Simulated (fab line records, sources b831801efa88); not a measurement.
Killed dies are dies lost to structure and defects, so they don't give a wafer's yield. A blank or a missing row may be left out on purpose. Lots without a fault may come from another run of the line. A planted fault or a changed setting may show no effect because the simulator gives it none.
fab line records | flow sky130
record lots=10 wafers=30 last_day=50
route steps=708 shown METAL1@435 METAL2@486 PAD_OPEN@708
lots that met no fault: from a run of the same line without faults
start_h: hours from the record's first day to the start of the lot's first wafer shown | wait_h: hours since the lot's step before | " the same as in the row above | L1.1+2: a row that stands for several wafers | - no value, or no start given | * or withheld: withheld | < > ~ a bound
route shown NAME@n: a module of which the file shows steps, and the number in the route of the first | usual: mean/standard deviation of fault-free wafers | same: alike in all rows | chamber/n: place in a boat | sites: the reading at each site | _std_site: their standard deviation | _edge_site: outer sites' mean less inner sites' | radius_mm: how far each site lies from the wafer's centre | mask NAME#n: copy n | behind: the tool/chamber that last shaped the wafer | hold: why the lot was held/for how many hours/how that ended | device: the transistor (n, p or np) that didn't switch | end of line: the same wafers' tests at the end of the route | a step without rows: its recipe alone | killed: dies lost to structure and defects at the first sort, not the wafer's yield | map: a wafer's dies, x killed, . not, _ none there
set.NAME: the setting as run; set.NAME@STEP: as run at that earlier step | model.NAME: the simulator's own value behind a step, which no gauge read
steps of the route over a sample of lots; a table a step, a row a wafer
services: from which hour (start_h, from the record's first day; less than 0 if before it) a tool's chamber was out of use, for how many hours, and why
## steps
# step SKY_METAL1_SPUTTER_01
# recipe material=TiN target_thk_nm=20 power_w=6500 time_s=16.7 chamber_pressure_pa=0.4
# usual chamber_pressure_pa=0.4000/0.00077 throttle_valve_pct=30.2/0.74
# same time_s=16.7
# columns lot.wafer tool chamber start_h wait_h chamber_pressure_pa throttle_valve_pct
L320.1 pvd_sputter-03 - 746.21 0.0 0.3994 29.5
L320.2 " - " " 0.3998 30.9
L320.3 " - " " 0.3986 30.4
L321.1 pvd_sputter-01 - 762.27 0.0 0.3993 30.2
L321.2 " - " " 0.3983 30.8
L321.3 " - " " 0.4001 29.6
L323.4 pvd_sputter-03 - 773.81 0.0 0.3995 31.8
L323.5 " - " " 0.3990 29.4
L323.6 " - " " 0.3999 30.6
L324.2 pvd_sputter-01 - 787.01 0.0 0.4015 29.4
L324.3 " - " " 0.3992 31.1
L324.4 " - " " 0.3994 30.5
L325.1 pvd_sputter-01 - 788.07 0.0 0.3999 30.5
L325.3 " - " " 0.4014 31.0
L325.6 " - " " 0.4006 30.0
L328.4 pvd_sputter-01 - 820.05 0.0 0.3995 30.9
L328.5 " - " " 0.3994 30.2
L328.6 " - " " 0.3996 30.2
L330.2 pvd_sputter-01 - 842.88 0.0 0.3993 30.4
L330.3 " - " " 0.3992 29.7
L330.4 " - " " 0.4005 30.6
L332.3 pvd_sputter-01 - 854.47 0.0 0.4002 31.0
L332.4 " - " " 0.3999 29.5
L332.6 " - " " 0.4008 30.8
L339.1 pvd_sputter-01 - 887.47 0.0 0.3990 30.3
L339.3 " - " " 0.4000 30.6
L339.6 " - " " 0.3999 30.5
L340.4 pvd_sputter-01 - 895.00 0.0 0.3992 30.4
L340.5 " - " " 0.4014 30.3
L340.6 " - " " 0.3999 29.5
# step SKY_METAL1_SPUTTER_02
# recipe material=AlCu target_thk_nm=250 power_w=10600 time_s=13.3 chamber_pressure_pa=0.4
# usual chamber_pressure_pa=0.4000/0.00074 throttle_valve_pct=30.2/0.75
# columns lot.wafer tool chamber start_h wait_h chamber_pressure_pa throttle_valve_pct
L320.1 pvd_sputter-03 - 746.24 0.0 0.4003 29.9
L320.2 " - " " 0.4012 30.5
L320.3 " - " " 0.3990 30.8
L321.1 pvd_sputter-01 - 762.30 0.0 0.3995 30.5
L321.2 " - " " 0.3993 31.2
L321.3 " - " " 0.3997 29.7
L323.4 pvd_sputter-03 - 773.84 0.0 0.4007 32.0
L323.5 " - " " 0.3994 29.6
L323.6 " - " " 0.3997 30.5
L324.2 pvd_sputter-01 - 787.04 0.0 0.4001 29.2
L324.3 " - " " 0.3991 30.8
L324.4 " - " " 0.3994 30.2
L325.1 pvd_sputter-01 - 788.09 0.0 0.4005 30.4
L325.3 " - " " 0.3997 31.0
L325.6 " - " " 0.4002 30.3
L328.4 pvd_sputter-01 - 820.08 0.0 0.4002 30.8
L328.5 " - " " 0.4008 30.3
L328.6 " - " " 0.4008 30.4
L330.2 pvd_sputter-01 - 842.90 0.0 0.3990 30.3
L330.3 " - " " 0.4005 29.4
L330.4 " - " " 0.3992 30.1
L332.3 pvd_sputter-01 - 854.49 0.0 0.4008 30.7
L332.4 " - " " 0.4005 29.5
L332.6 " - " " 0.3998 30.7
L339.1 pvd_sputter-01 - 887.49 0.0 0.3998 30.1
L339.3 " - " " 0.4002 30.5
L339.6 " - " " 0.3999 30.3
L340.4 pvd_sputter-01 - 895.02 0.0 0.4006 30.4
L340.5 " - " " 0.3994 30.4
L340.6 " - " " 0.4029 29.5
# step SKY_METAL1_RS_MEAS_05
# recipe thk_meas_gauge=four-point-probe reads=TiN_of_METAL1_SPUTTER_04+Ti_of_METAL1_SPUTTER_03+AlCu_of_METAL1_SPUTTER_02+TiN_of_METAL1_SPUTTER_01+Ti_of_METAL1_SPUTTER_00
# usual METAL1_ALCU_RS=0.1273/0.0011
# columns lot.wafer tool chamber start_h wait_h METAL1_ALCU_RS[ohm/sq]
L320.1 film_metro-04 - 746.33 0.0 0.1288
L320.2 " - " " 0.1282
L320.3 " - " " 0.1281
L321.1 film_metro-01 - 762.39 0.0 0.1269
L321.2 " - " " 0.1272
L321.3 " - " " 0.1268
L323.4 film_metro-04 - 773.98 0.1 0.1269
L323.5 " - " " 0.1263
L323.6 " - " " 0.1272
L324.2 film_metro-01 - 787.15 0.0 0.1288
L324.3 " - " " 0.1273
L324.4 " - " " 0.1276
L325.1 film_metro-04 - 788.19 0.0 0.1275
L325.3 " - " " 0.1273
L325.6 " - " " 0.1277
L328.4 film_metro-01 - 820.23 0.1 0.1265
L328.5 " - " " 0.1260
L328.6 " - " " 0.1266
L330.2 film_metro-03 - 843.01 0.0 0.1271
L330.3 " - " " 0.1268
L330.4 " - " " 0.1273
L332.3 film_metro-03 - 854.63 0.1 0.1296
L332.4 " - " " 0.1295
L332.6 " - " " 0.1307
L339.1 film_metro-04 - 887.59 0.0 0.2407
L339.3 " - " " 0.1264
L339.6 " - " " 0.2366
L340.4 film_metro-04 - 895.17 0.1 0.1255
L340.5 " - " " 0.1264
L340.6 " - " " 0.2381
# step SKY_METAL1_THK_MEAS_06
# recipe thk_meas_gauge=xrf reads=AlCu_of_METAL1_SPUTTER_02
# usual METAL1_ALCU_THK=248.4/2.2
# columns lot.wafer tool chamber start_h wait_h METAL1_ALCU_THK[nm]
L320.1 film_metro-04 - 746.45 0.1 246.2
L320.2 " - " " 249.3
L320.3 " - " " 246.4
L321.1 film_metro-01 - 762.51 0.1 248.4
L321.2 " - " " 247.9
L321.3 " - " " 252.4
L323.4 film_metro-04 - 774.07 0.1 249.7
L323.5 " - " " 250.8
L323.6 " - " " 250.9
L324.2 film_metro-01 - 787.26 0.1 247.8
L324.3 " - " " 246.6
L324.4 " - " " 247.4
L325.1 film_metro-04 - 788.31 0.1 248.4
L325.3 " - " " 248.5
L325.6 " - " " 249.0
L328.4 film_metro-01 - 820.32 0.1 246.2
L328.5 " - " " 249.6
L328.6 " - " " 249.9
L330.2 film_metro-03 - 843.12 0.1 249.8
L330.3 " - " " 250.9
L330.4 " - " " 248.2
L332.3 film_metro-03 - 854.73 0.1 246.0
L332.4 " - " " 243.8
L332.6 " - " " 243.1
L339.1 film_metro-04 - 887.71 0.1 134.8
L339.3 " - " " 250.3
L339.6 " - " " 137.1
L340.4 film_metro-04 - 895.26 0.1 252.1
L340.5 " - " " 251.1
L340.6 " - " " 137.9
# step SKY_METAL1_METAL_ETCH_19
# recipe target_depth_a=3600 stop_on=SiO2 over_etch_frac=0.3 time_s=78 chemistry=Cl2/BCl3 resist_sidewall_deg=88 pressure_mtorr=10 icp_w=900 bias_w=48.5 Cl2_flow_sccm=60 bcl3_flow_sccm=30
# usual drypump_motor_current_A=5.7/0.62 he_backside_leak_sccm=3.28/0.27 oes_product_au=0.853/0.0053 throttle_valve_pct=22.263/0.0085
# same time_s=78
# columns lot.wafer tool chamber start_h wait_h drypump_motor_current_A he_backside_leak_sccm oes_product_au rf_hours_counter_h throttle_valve_pct
L320.1 rie_metal-04 0 774.57 0.0 5.1 3.00 0.850 1 22.258
L320.2 " 1 " " 5.1 3.17 0.851 3 22.252
L320.3 " 1 " " 5.1 3.15 0.857 - 22.258
L321.1 rie_metal-04 0 788.81 0.0 5.1 2.85 0.845 2 22.283
L321.2 " 1 " " 5.1 3.37 0.849 4 22.271
L321.3 " 0 " " 5.1 2.89 0.842 - 22.259
L323.4 rie_metal-01 1 801.14 0.1 6.3 3.25 0.852 - 22.264
L323.5 " 0 " " 6.5 3.52 0.860 - 22.285
L323.6 " 1 " " 6.2 3.27 0.862 - 22.257
L324.2 rie_metal-03 1 814.11 0.1 5.2 3.17 0.851 - 22.256
L324.3 " 1 " " 5.2 3.17 0.859 - 22.250
L324.4 " 1 " " 5.2 3.09 0.853 - 22.266
L325.1 rie_metal-01 0 814.86 0.1 6.5 3.56 0.850 10 22.269
L325.3 " 0 " " 6.5 3.49 0.855 - 22.271
L325.6 " 0 " " 6.5 3.38 0.850 - 22.265
L328.4 rie_metal-04 0 846.39 0.1 5.1 3.30 0.852 - 22.250
L328.5 " 1 " " 5.2 3.44 0.856 - 22.243
L328.6 " 0 " " 5.1 3.32 0.856 - 22.263
L330.2 rie_metal-03 0 869.49 0.0 6.4 3.03 0.850 2 22.264
L330.3 " 1 " " 5.2 3.17 0.857 - 22.253
L330.4 " 0 " " 6.4 3.07 0.853 - 22.249
L332.3 rie_metal-04 0 881.00 0.1 5.1 2.97 0.846 - 22.267
L332.4 " 1 " " 5.2 3.26 0.848 - 22.269
L332.6 " 1 " " 5.1 3.28 0.844 - 22.258
L339.1 rie_metal-01 1 913.29 0.0 6.2 3.17 0.728 3 22.262
L339.3 " 1 " " 6.2 3.32 0.859 - 22.262
L339.6 " 1 " " 6.2 3.27 0.735 - 22.257
L340.4 rie_metal-04 0 920.27 0.1 5.1 3.21 0.851 - 22.244
L340.5 " 1 " " 5.1 3.23 0.860 - 22.260
L340.6 " 0 " " 5.1 3.14 0.735 - 22.268
# step SKY_METAL2_SPUTTER_03
# recipe material=Ti target_thk_nm=5 power_w=3000 time_s=3.3 chamber_pressure_pa=0.4
# usual chamber_pressure_pa=0.4001/0.00086 throttle_valve_pct=30.3/0.76
# same time_s=3.3
# columns lot.wafer tool chamber start_h wait_h chamber_pressure_pa throttle_valve_pct
L320.1 pvd_sputter-03 - 803.70 0.0 0.3999 29.7
L320.2 " - " " 0.3993 30.8
L320.3 " - " " 0.4006 31.9
L321.1 pvd_sputter-02 - 817.98 0.0 0.4001 29.1
L321.2 " - " " 0.4009 30.4
L321.3 " - " " 0.4013 29.9
L323.4 pvd_sputter-03 - 829.58 0.0 0.3994 29.7
L323.5 " - " " 0.4024 30.5
L323.6 " - " " 0.4000 32.0
L324.2 pvd_sputter-02 - 843.49 0.0 0.4009 28.9
L324.3 " - " " 0.4005 29.3
L324.4 " - " " 0.4002 29.9
L325.1 pvd_sputter-01 - 844.41 0.0 0.4002 31.0
L325.3 " - " " 0.3990 30.5
L325.6 " - " " 0.4002 30.3
L328.4 pvd_sputter-03 - 875.43 0.0 0.4014 30.2
L328.5 " - " " 0.4000 32.0
L328.6 " - " " 0.4006 30.3
L330.2 pvd_sputter-01 - 897.48 0.0 0.3990 31.0
L330.3 " - " " 0.4009 29.6
L330.4 " - " " 0.3998 30.4
L332.3 pvd_sputter-03 - 908.98 0.0 0.3991 30.6
L332.4 " - " " 0.4010 32.0
L332.6 " - " " 0.4000 29.7
L339.1 pvd_sputter-03 - 940.30 0.0 0.3986 30.5
L339.3 " - " " 0.4003 29.6
L339.6 " - " " 0.3993 30.2
L340.4 pvd_sputter-01 - 947.83 0.0 0.3993 31.0
L340.5 " - " " 0.4019 30.4
L340.6 " - " " 0.4009 30.5
# step SKY_METAL2_THK_MEAS_06
# recipe thk_meas_gauge=xrf reads=AlCu_of_METAL2_SPUTTER_02
# usual METAL2_ALCU_THK=248.3/2.8
# columns lot.wafer tool chamber start_h wait_h METAL2_ALCU_THK[nm]
L320.1 film_metro-01 - 803.89 0.1 245.0
L320.2 " - " " 247.1
L320.3 " - " " 247.5
L321.1 film_metro-02 - 818.16 0.1 246.3
L321.2 " - " " 246.3
L321.3 " - " " 241.7
L323.4 film_metro-03 - 829.80 0.1 247.8
L323.5 " - " " 246.3
L323.6 " - " " 249.5
L324.2 film_metro-03 - 843.69 0.1 243.6
L324.3 " - " " 244.6
L324.4 " - " " 244.2
L325.1 film_metro-03 - 844.60 0.1 247.9
L325.3 " - " " 250.2
L325.6 " - " " 246.6
L328.4 film_metro-03 - 875.65 0.1 250.3
L328.5 " - " " 250.8
L328.6 " - " " 250.5
L330.2 film_metro-03 - 897.68 0.1 244.5
L330.3 " - " " 246.0
L330.4 " - " " 246.1
L332.3 film_metro-01 - 909.19 0.1 246.6
L332.4 " - " " 252.3
L332.6 " - " " 247.0
L339.1 film_metro-02 - 940.49 0.1 246.7
L339.3 " - " " 245.3
L339.6 " - " " 246.0
L340.4 film_metro-01 - 948.04 0.1 248.5
L340.5 " - " " 250.9
L340.6 " - " " 249.6
# step SKY_PAD_OPEN_PROBE_99
# usual defect_limited_yield=82.3/1.9 killed_at_M0_to_M3=43/7.4 killed_at_M4_up=3.3/2 killed_at_contacts=24/5.4 killed_at_front_end=16/4.2 killed_at_other=0.3/0.61 killed_dies=87/9.4 killed_open=47/7.3 killed_short=40/6.7 sort_bin_3_pad_short=0.9/0.43 sort_bin_5_function=10.4/1.4 sort_bin_6_memory=6.4/1.2 sort_n_pass=405/9.4 sort_yield_pct=82.3/1.9
# same gross_dies=492 killed_at_back_side=0 sort_bin_4_leakage[%]=0 sort_bin_8_speed[%]=0
# columns lot.wafer tool chamber start_h wait_h defect_limited_yield[%] killed_at_M0_to_M3 killed_at_M4_up killed_at_contacts killed_at_front_end killed_at_other killed_dies killed_open killed_short sort_bin_3_pad_short[%] sort_bin_5_function[%] sort_bin_6_memory[%] sort_n_pass sort_yield_pct[%]
L332.4 prober-02 - 1165.41 0.2 82.3 40 6 26 15 0 87 44 43 1.0 8.9 7.7 405 82.3
L332.6 prober-02 - 1165.51 0.2 85.4 32 2 22 14 2 72 44 27 0.4 9.1 5.1 420 85.4
# killed by level:class
L332.4 CONTACT:geometric_particle:open=10 VIA2:geometric_particle:open=8 VIA1:geometric_particle:open=7 METAL3:geometric_particle:short=6 METAL1:geometric_particle:short=6 CONTACT:geometric_particle:short=5 LI_CONTACT:geometric_particle:short=4 LI_CONTACT:geometric_particle:open=4
L332.6 VIA1:geometric_particle:open=11 CONTACT:geometric_particle:open=9 VIA2:geometric_particle:open=7 FIELD_ISO:geometric_particle:short=5 LI_CONTACT:geometric_particle:open=4 CONTACT:geometric_particle:short=4 VIA2:geometric_particle:short=3 POLY_GATE:geometric_particle:open=3
## services
# columns tool chamber start_h hours kind
rie_metal-03 - 763.90 0.3 repair
pvd_sputter-03 3 764.06 - consumable_replace:kit
pvd_sputter-03 3 764.06 18.0 scheduled_down
pvd_sputter-03 3 764.06 18.0 vent_cycle
rie_metal-04 - 770.84 1.5 repair
pvd_sputter-01 - 773.00 3.9 repair
rie_metal-03 1 788.22 - clean
rie_metal-03 1 788.22 24.4 scheduled_down
rie_metal-03 1 788.22 24.4 vent_cycle
rie_metal-03 0 812.65 - clean
rie_metal-03 0 812.65 17.5 scheduled_down
rie_metal-01 1 813.74 - clean
rie_metal-01 1 813.74 22.3 scheduled_down
rie_metal-01 1 813.74 22.3 vent_cycle
rie_metal-01 - 823.82 0.6 repair
rie_metal-03 - 830.95 2.8 pm
pvd_sputter-03 - 849.88 1.2 repair
rie_metal-04 - 872.41 2.8 pm
pvd_sputter-01 - 882.13 3.1 repair
pvd_sputter-01 2 900.86 - consumable_replace:kit
pvd_sputter-01 2 900.86 18.0 scheduled_down
pvd_sputter-01 2 900.86 18.0 vent_cycle
pvd_sputter-01 - 924.90 6.3 repair
rie_metal-03 - 930.55 14.6 pm
## key
first_sign step=SKY_METAL1_RS_MEAS_05 reading=METAL1_ALCU_RS direction=up sigmas=99+ usual=0.1273 struck=0.2385
effect step=SKY_METAL1_THK_MEAS_06 reading=METAL1_ALCU_THK direction=down sigmas=50 usual=248.4 struck=136.6
effect step=SKY_METAL1_METAL_ETCH_19 reading=oes_product_au direction=down sigmas=23 usual=0.853 struck=0.733
met_at SKY_METAL1_SPUTTER_02
struck_lots L339,L340
struck_wafers L339.1,L339.6,L340.6
not_acting_at SKY_METAL1_SPUTTER_01,SKY_METAL2_SPUTTER_03,SKY_METAL2_THK_MEAS_06
onset_between 854.49 887.49
fault kind=process_parameter_drift tool=pvd_sputter-01 chamber=- onset_h=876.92 steps=SKY_METAL1_SPUTTER_02 channel=target_thk_nm offset=-112.63 shape=step end_h=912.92 scope=struck_wafers_only acts_in=these_recipes_only stated=250
